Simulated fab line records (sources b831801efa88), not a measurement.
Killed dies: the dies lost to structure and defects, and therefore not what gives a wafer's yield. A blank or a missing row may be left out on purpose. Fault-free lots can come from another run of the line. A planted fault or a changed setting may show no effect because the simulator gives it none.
fab line records -- flow sky130
record lots=6, wafers=18, last-day=50
route steps=708 shown PASSIVATION@686 PAD_OPEN@694
lots with no fault: from the same line, run without faults
start-h: hours from the record's opening day to when the first of the lot's shown wafers began -- wait-h: how many hours have passed since the lot's step before this one -- " repeats the value in the row above -- L1.1+2: a row that stands for several wafers -- - either no value or no given start -- * or withheld: withheld -- < > ~ a bound
route shown NAME@n: a module of which the file shows steps, and the number in the route of the first -- usual: the fault-free wafers' mean and standard deviation -- same: alike in all rows -- chamber/n: place in a boat -- sites: each site's reading -- _std_site: the values' standard deviation -- _edge_site: the outer-site mean with the inner-site mean subtracted -- radius-mm: for every site, how far away it sits from the centre of the wafer -- mask NAME#n: copy n -- behind: tool/chamber where the wafer was last shaped -- hold: reason for holding the lot/hours on hold/outcome of the hold -- device: whichever transistor did not switch (one of n, p or np) -- end of line: the route-end tests of the same wafers -- a step given without rows: its recipe and nothing more -- killed: dies that structure and defects cost at the first sort, which is not the same as the wafer's yield -- map: dies across one wafer; x = killed, . = not, _ = none there
set.NAME: the setting the step ran with; set.NAME@STEP: the setting that earlier step ran with -- model.NAME: the simulator's own value behind a step, which no gauge read
certain route steps with their lots: each step a table, each wafer a row
services: from which hour (start-h, from the record's first day; less than 0 if before it) a tool's chamber was out of use, for how many hours, and why
## steps
# step SKY_PASSIVATION_HMDS_05
# recipe prime-time-s=60, prime-temp-c=120
# step SKY_PASSIVATION_COAT_06
# recipe spin-rpm=2000, resist-thk-nm=3000
# step SKY_PASSIVATION_SOFTBAKE_07
# recipe temp-c=110, time-s=withheld
# step SKY_PASSIVATION_EXPOSE_08
# recipe mask-id=NSM, target-cd-nm=3000, na=0.57, dose-mj=260
# step SKY_PASSIVATION_PEB_09
# recipe temp-c=115, time-s=withheld
# step SKY_PASSIVATION_DEVELOP_10
# recipe develop-time-s=60, dev-temp-c=23
# step SKY_PASSIVATION_ETCH_11
# recipe chemistry=CF4/O2, target-depth-nm=725, stop-on=AlCu, source-w=800, bias-w=150, pressure-mtorr=150, cf4-flow-sccm=80, O2_flow_sccm=10, time-s=161.1
# usual chamber-pressure-mTorr=150.01/0.14, drypump-motor-current-A=6.0/0.43, oes-product-au=0.978/0.0073, throttle-valve-pct=5.965/0.0092
lot.wafer,tool,chamber,start-h,wait-h,chamber-pressure-mTorr,drypump-motor-current-A,oes-product-au,rf-hours-counter-h,throttle-valve-pct
L591.3,rie-diel-04,2,1065.36,-,150.39,6.3,0.971,15,5.933
L591.5,rie-diel-04,1,1065.36,-,149.94,5.6,0.970,-,5.988
L591.6,rie-diel-04,2,1065.36,-,150.01,6.3,0.972,-,5.972
L594.1,rie-diel-04,2,1076.10,-,150.18,6.3,0.964,16,5.970
L594.3,rie-diel-04,3,1076.10,-,149.96,6.5,0.977,10,5.978
L594.6,rie-diel-04,0,1076.10,-,150.12,5.6,0.992,-,5.965
L607.3,rie-diel-01,3,1156.76,-,150.03,6.6,0.982,24,5.970
L607.4,rie-diel-01,3,1156.76,-,150.12,6.6,0.968,-,5.956
L607.6,rie-diel-01,2,1156.76,-,149.73,5.6,0.989,-,5.972
L609.1,rie-diel-01,2,1160.06,-,150.11,5.6,0.980,21,5.943
L609.2,rie-diel-01,0,1160.06,-,150.01,5.2,0.982,26,5.967
L609.4,rie-diel-01,2,1160.06,-,149.96,5.6,0.988,-,5.981
L611.2,rie-diel-04,3,1173.11,-,150.01,6.5,0.965,14,5.954
L611.4,rie-diel-04,1,1173.11,-,149.86,5.6,0.978,27,5.969
L611.6,rie-diel-04,2,1173.11,-,150.10,6.3,0.988,-,5.975
L612.1,rie-diel-02,1,1185.40,-,150.05,6.1,0.978,2,5.966
L612.4,rie-diel-02,1,1185.40,-,149.99,6.1,0.969,-,5.975
L612.6,rie-diel-02,0,1185.40,-,149.89,5.6,0.983,-,5.970
# step SKY_PASSIVATION_STRIP_12
# recipe chemistry=O2/N2, power-w=1400, pressure-mtorr=1500, platen-temp-c=withheld, overash-fraction=0.7, o2-flow-sccm=3000, n2-flow-sccm=300
# usual chamber-pressure-mTorr=1499.9/1.3, drypump-motor-current-A=5.6/0.43, oes-product-au=0.661/0.0044, strip-time-to-endpoint-s=31.50/0.14
lot.wafer,tool,chamber,start-h,wait-h,chamber-pressure-mTorr,drypump-motor-current-A,oes-product-au,rf-hours-counter-h,strip-time-to-endpoint-s
L591.3,plasma-asher-04,1,1065.50,0.1,1498.5,5.4,0.657,-,31.59
L591.5,plasma-asher-04,0,1065.50,0.1,1500.1,5.8,0.658,-,31.44
L591.6,plasma-asher-04,1,1065.50,0.1,1499.7,5.3,0.666,-,31.53
L594.1,plasma-asher-03,1,1076.21,0.1,1498.2,5.8,0.662,2,31.53
L594.3,plasma-asher-03,0,1076.21,0.1,1501.3,5.0,0.662,-,31.42
L594.6,plasma-asher-03,0,1076.21,0.1,1501.9,5.0,0.670,-,31.34
L607.3,plasma-asher-02,1,1156.90,0.1,1501.2,5.4,0.653,-,31.68
L607.4,plasma-asher-02,0,1156.90,0.1,1499.6,6.2,0.662,-,31.67
L607.6,plasma-asher-02,0,1156.90,0.1,1500.3,6.2,0.656,-,31.64
L609.1,plasma-asher-04,1,1160.17,0.1,1499.0,5.3,0.664,102,31.50
L609.2,plasma-asher-04,0,1160.17,0.1,1500.0,5.8,0.653,102,31.43
L609.4,plasma-asher-04,0,1160.17,0.1,1499.6,5.8,0.659,-,31.44
L611.2,plasma-asher-02,1,1173.22,0.1,1500.8,5.4,0.662,72,31.19
L611.4,plasma-asher-02,1,1173.22,0.1,1499.9,5.4,0.662,-,31.20
L611.6,plasma-asher-02,1,1173.22,0.1,1500.2,5.4,0.665,-,31.24
L612.1,plasma-asher-04,0,1185.51,0.1,1498.6,5.8,0.665,105,31.71
L612.4,plasma-asher-04,1,1185.51,0.1,1499.8,5.4,0.661,-,31.81
L612.6,plasma-asher-04,1,1185.51,0.1,1500.0,5.3,0.659,-,31.52
# step SKY_PAD_OPEN_DEHYDRATE_00
# recipe temp-c=200, time-s=60
# step SKY_PAD_OPEN_HMDS_01
# recipe prime-time-s=60, prime-temp-c=120
# step SKY_PAD_OPEN_COAT_02
# recipe spin-rpm=2000, resist-thk-nm=3000
# step SKY_PAD_OPEN_SOFTBAKE_03
# recipe temp-c=110, time-s=withheld
# step SKY_PAD_OPEN_EXPOSE_04
# recipe mask-id=PDM, target-cd-nm=60000, na=0.57, dose-mj=260
# usual focus-offset-nm=0.0/0.48
lot.wafer,tool,chamber,start-h,wait-h,mask,focus-offset-nm,model.PAD_OPEN.overlay-x-nm
L591.3,iline-stepper-01,0,1074.58,-,PDM#0,0.4,-0.5991
L591.5,iline-stepper-01,0,1074.58,-,PDM#0,0.9,-0.5991
L591.6,iline-stepper-01,0,1074.58,-,PDM#0,0.0,-0.5991
L594.1,iline-stepper-02,0,1088.07,-,PDM#0,0.0,-1.922
L594.3,iline-stepper-02,0,1088.07,-,PDM#0,0.1,-1.922
L594.6,iline-stepper-02,0,1088.07,-,PDM#0,0.3,-1.922
L607.3,iline-stepper-01,0,1165.53,-,PDM#0,-0.9,6322
L607.4,iline-stepper-01,0,1165.53,-,PDM#0,-1.1,6322
L607.6,iline-stepper-01,0,1165.53,-,PDM#0,-1.1,6322
L609.1,iline-stepper-01,0,1169.58,-,PDM#0,0.2,6322
L609.2,iline-stepper-01,0,1169.58,-,PDM#0,-1.0,6322
L609.4,iline-stepper-01,0,1169.58,-,PDM#0,0.1,6322
L611.2,iline-stepper-02,0,1181.21,-,PDM#0,0.2,0.4612
L611.4,iline-stepper-02,0,1181.21,-,PDM#0,0.5,0.4612
L611.6,iline-stepper-02,0,1181.21,-,PDM#0,0.1,0.4612
L612.1,iline-stepper-02,0,1192.91,-,PDM#0,0.4,1.167
L612.4,iline-stepper-02,0,1192.91,-,PDM#0,0.9,1.167
L612.6,iline-stepper-02,0,1192.91,-,PDM#0,0.3,1.167
# step SKY_PAD_OPEN_PEB_05
# recipe temp-c=115, time-s=withheld
# step SKY_PAD_OPEN_PROBE_99
# usual defect-limited-yield=82.5/1.9, killed_at_M0_to_M3=43/6.8, killed_at_M4_up=3.2/1.8, killed-at-contacts=24/6.2, killed-at-front-end=15/4.7, killed-at-other=0.4/0.63, killed-dies=86/9.6, killed-open=47/6.9, killed-short=39/6.3, sort_bin_3_pad_short=0.9/0.46, sort_bin_5_function=10.5/1.5, sort_bin_6_memory=6.1/1.1, sort-n-pass=406/9.6, sort-yield-pct=82.5/1.9
# same gross-dies=492, killed-at-back-side=0, sort_bin_4_leakage[%]=0, sort_bin_8_speed[%]=0
lot.wafer,tool,chamber,start-h,wait-h,defect-limited-yield[%],killed_at_M0_to_M3,killed_at_M4_up,killed-at-contacts,killed-at-front-end,killed-at-other,killed-dies,killed-open,killed-short,sort_bin_3_pad_short[%],sort_bin_5_function[%],sort_bin_6_memory[%],sort-n-pass,sort-yield-pct[%]
L591.3,prober-01,-,1087.96,0.2,81.7,34,6,34,14,2,90,50,38,1.4,11.6,5.3,402,81.7
L591.5,prober-01,-,1088.06,0.2,80.9,61,2,17,11,3,94,50,41,1.0,11.4,6.7,398,80.9
L591.6,prober-01,-,1088.11,0.2,80.3,45,7,23,20,2,97,46,49,0.8,10.8,8.1,395,80.3
L594.1,prober-01,-,1099.49,0.1,83.3,48,3,14,17,0,82,52,30,0.8,11.2,4.7,410,83.3
L594.3,prober-01,-,1099.59,0.2,83.9,31,5,27,15,1,79,44,35,1.2,7.7,7.1,413,83.9
L594.6,prober-01,-,1099.74,0.2,80.9,42,2,32,18,0,94,51,43,1.2,12.0,5.9,398,80.9
L607.3,prober-01,-,1176.11,0.2,81.5,52,2,21,15,1,91,52,39,0.8,11.0,6.7,401,81.5
L607.4,prober-01,-,1176.16,0.2,83.9,41,3,21,14,0,79,43,35,0.4,8.1,7.5,413,83.9
L607.6,prober-01,-,1176.26,0.2,82.1,48,3,19,17,1,88,56,32,0.4,11.2,6.3,404,82.1
L609.1,prober-01,-,1178.86,0.1,84.1,43,1,18,15,1,78,41,37,0.2,10.4,5.3,414,84.1
L609.2,prober-01,-,1178.91,0.1,81.5,45,5,22,19,0,91,51,39,1.0,10.0,7.5,401,81.5
L609.4,prober-01,-,1179.01,0.2,83.1,47,3,21,12,0,83,46,36,0.8,9.8,6.3,409,83.1
L611.2,prober-01,-,1191.78,0.1,81.1,43,5,27,18,0,93,54,38,0.8,12.6,5.5,399,81.1
L611.4,prober-01,-,1191.88,0.2,81.3,43,2,22,24,1,92,61,30,0.4,11.8,6.5,400,81.3
L611.6,prober-01,-,1191.98,0.2,85.8,31,2,20,17,0,70,42,28,0.2,10.0,4.1,422,85.8
L612.1,prober-01,-,1202.22,0.1,82.7,51,4,22,6,2,85,44,41,0.8,9.3,7.1,407,82.7
L612.4,prober-01,-,1202.37,0.2,82.7,38,3,27,16,1,85,43,42,1.4,10.8,5.1,407,82.7
L612.6,prober-01,-,1202.47,0.2,84.6,41,1,21,13,0,76,43,33,0.8,9.1,5.5,416,84.6
# killed by level:class
L591.3 CONTACT:geometric-particle:open=21 VIA1:geometric-particle:open=9 CONTACT:geometric-particle:short=7 METAL4:geometric-particle:short=6 FIELD_ISO:geometric-particle:open=5 METAL1:geometric-particle:short=5 FIELD_ISO:geometric-particle:short=4 VIA1:geometric-particle:short=4
L591.5 VIA1:geometric-particle:open=14 VIA3:geometric-particle:open=13 CONTACT:geometric-particle:open=6 CONTACT:geometric-particle:short=5 VIA1:geometric-particle:short=5 METAL1:geometric-particle:short=5 METAL2:geometric-particle:short=5 FIELD_ISO:geometric-particle:open=4
L591.6 VIA3:geometric-particle:open=9 FIELD_ISO:geometric-particle:short=6 METAL1:geometric-particle:short=6 LI_CONTACT:geometric-particle:open=6 VIA1:geometric-particle:short=6 POLY_GATE:geometric-particle:open=5 METAL2:geometric-particle:short=5 LOCAL_INTERCONNECT:geometric-particle:short=5
L594.1 VIA1:geometric-particle:open=14 VIA2:geometric-particle:open=9 POLY_GATE:geometric-particle:open=8 LI_CONTACT:geometric-particle:open=7 VIA1:geometric-particle:short=5 METAL2:geometric-particle:short=5 VIA3:geometric-particle:open=5 FIELD_ISO:geometric-particle:open=3
L594.3 CONTACT:geometric-particle:open=12 VIA1:geometric-particle:open=9 LOCAL_INTERCONNECT:geometric-particle:short=7 LI_CONTACT:geometric-particle:open=6 VIA3:geometric-particle:open=5 FIELD_ISO:geometric-particle:short=4 METAL2:geometric-particle:short=4 POLY_GATE:geometric-particle:short=3
L594.6 CONTACT:geometric-particle:open=14 POLY_GATE:geometric-particle:short=9 VIA3:geometric-particle:open=9 VIA1:geometric-particle:open=8 VIA2:geometric-particle:open=7 LI_CONTACT:geometric-particle:open=5 CONTACT:geometric-particle:short=5 LI_CONTACT:geometric-particle:short=4
L607.3 VIA3:geometric-particle:open=12 CONTACT:geometric-particle:open=8 VIA1:geometric-particle:open=8 METAL1:geometric-particle:short=7 VIA2:geometric-particle:open=6 CONTACT:geometric-particle:short=5 VIA1:geometric-particle:short=5 FIELD_ISO:geometric-particle:open=4
L607.4 VIA1:geometric-particle:open=12 LI_CONTACT:geometric-particle:open=8 CONTACT:geometric-particle:short=6 VIA2:geometric-particle:open=6 VIA3:geometric-particle:open=6 CONTACT:geometric-particle:open=5 METAL1:geometric-particle:short=5 POLY_GATE:geometric-particle:short=4
L607.6 VIA1:geometric-particle:open=10 CONTACT:geometric-particle:open=10 VIA3:geometric-particle:open=10 VIA2:geometric-particle:open=7 METAL2:geometric-particle:short=6 LI_CONTACT:geometric-particle:open=6 POLY_GATE:geometric-particle:short=5 FIELD_ISO:geometric-particle:open=4
L609.1 VIA1:geometric-particle:open=9 VIA2:geometric-particle:open=7 LI_CONTACT:geometric-particle:open=6 VIA1:geometric-particle:short=6 LOCAL_INTERCONNECT:geometric-particle:short=5 CONTACT:geometric-particle:open=5 VIA2:geometric-particle:short=5 METAL1:geometric-particle:short=5
L609.2 CONTACT:geometric-particle:open=12 VIA2:geometric-particle:open=9 VIA3:geometric-particle:open=8 VIA1:geometric-particle:open=6 FIELD_ISO:geometric-particle:short=5 VIA1:geometric-particle:short=5 POLY_GATE:geometric-particle:short=4 LI_CONTACT:geometric-particle:open=4
L609.4 VIA1:geometric-particle:open=9 VIA3:geometric-particle:open=8 CONTACT:geometric-particle:open=7 LI_CONTACT:geometric-particle:open=6 METAL1:geometric-particle:short=6 CONTACT:geometric-particle:short=5 METAL2:geometric-particle:short=5 VIA2:geometric-particle:open=5
L611.2 VIA1:geometric-particle:open=11 CONTACT:geometric-particle:open=9 LI_CONTACT:geometric-particle:open=8 VIA3:geometric-particle:open=7 METAL2:geometric-particle:short=6 FIELD_ISO:geometric-particle:short=4 FIELD_ISO:geometric-particle:open=4 POLY_GATE:geometric-particle:open=4
L611.4 VIA2:geometric-particle:open=11 VIA1:geometric-particle:open=11 FIELD_ISO:geometric-particle:open=9 CONTACT:geometric-particle:open=9 VIA3:geometric-particle:open=9 LI_CONTACT:geometric-particle:open=6 FIELD_ISO:geometric-particle:short=5 POLY_GATE:geometric-particle:open=4
L611.6 VIA1:geometric-particle:open=10 VIA3:geometric-particle:open=6 LI_CONTACT:geometric-particle:open=6 CONTACT:geometric-particle:open=6 FIELD_ISO:geometric-particle:short=4 FIELD_ISO:geometric-particle:open=4 POLY_GATE:geometric-particle:open=4 POLY_GATE:geometric-particle:short=4
L612.1 VIA1:geometric-particle:open=11 CONTACT:geometric-particle:open=8 METAL1:geometric-particle:short=8 VIA1:geometric-particle:short=7 VIA2:geometric-particle:open=6 VIA3:geometric-particle:open=6 CONTACT:geometric-particle:short=5 LI_CONTACT:geometric-particle:open=4
L612.4 CONTACT:geometric-particle:open=10 VIA1:geometric-particle:open=8 POLY_GATE:geometric-particle:short=7 CONTACT:geometric-particle:short=6 FIELD_ISO:geometric-particle:open=5 LI_CONTACT:geometric-particle:open=5 VIA1:geometric-particle:short=5 METAL2:geometric-particle:short=5
L612.6 CONTACT:geometric-particle:open=11 VIA1:geometric-particle:open=8 METAL1:geometric-particle:short=5 VIA2:geometric-particle:open=5 VIA2:geometric-particle:short=4 LOCAL_INTERCONNECT:geometric-particle:short=4 METAL2:geometric-particle:short=4 METAL1:geometric-particle:open=4
## services
tool,chamber,start-h,hours,kind
rie-diel-04,-,1041.67,0.4,repair
plasma-asher-03,-,1055.25,9.0,pm
plasma-asher-03,0,1055.25,9.0,vent-cycle
plasma-asher-03,1,1055.25,9.0,vent-cycle
rie-diel-04,3,1064.17,2.6,repair
plasma-asher-03,0,1064.25,-,clean
plasma-asher-03,1,1064.25,-,clean
plasma-asher-02,-,1074.96,18.7,repair
iline-stepper-01,-,1076.57,13.6,repair
rie-diel-02,1,1088.39,2.7,repair
iline-stepper-02,-,1090.13,1.7,pm
iline-stepper-01,-,1094.86,15.6,repair
rie-diel-02,1,1097.57,-,clean
plasma-asher-02,-,1106.93,0.6,repair
rie-diel-04,3,1107.26,4.7,repair
plasma-asher-02,-,1128.69,4.8,repair
rie-diel-01,1,1147.46,13.8,repair
rie-diel-01,1,1167.46,1.4,repair
rie-diel-02,0,1169.96,7.0,repair
rie-diel-01,1,1175.03,-,clean
rie-diel-01,1,1175.03,-,consumable-replace:focus-ring
rie-diel-01,1,1175.03,14.3,scheduled-down
rie-diel-01,1,1175.03,14.3,vent-cycle
iline-stepper-02,0,1183.39,-,calibration
## key
first-sign none at tools or gauges
model-effect step=SKY_PAD_OPEN_EXPOSE_04, value=PAD_OPEN.overlay-x-nm, without=-0.7199, struck=6322
met-at SKY_PAD_OPEN_EXPOSE_04
struck-wafers L607.3,L607.4,L607.6,L609.1,L609.2,L609.4
onset-between 1074.58 1165.53
also-fits SKY_PASSIVATION_ETCH_11:rie-diel-01
fault kind=scanner-matching-overlay, tool=iline-stepper-01, chamber=-, onset-h=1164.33, steps=SKY_PAD_OPEN_EXPOSE_04, offset=6322.9
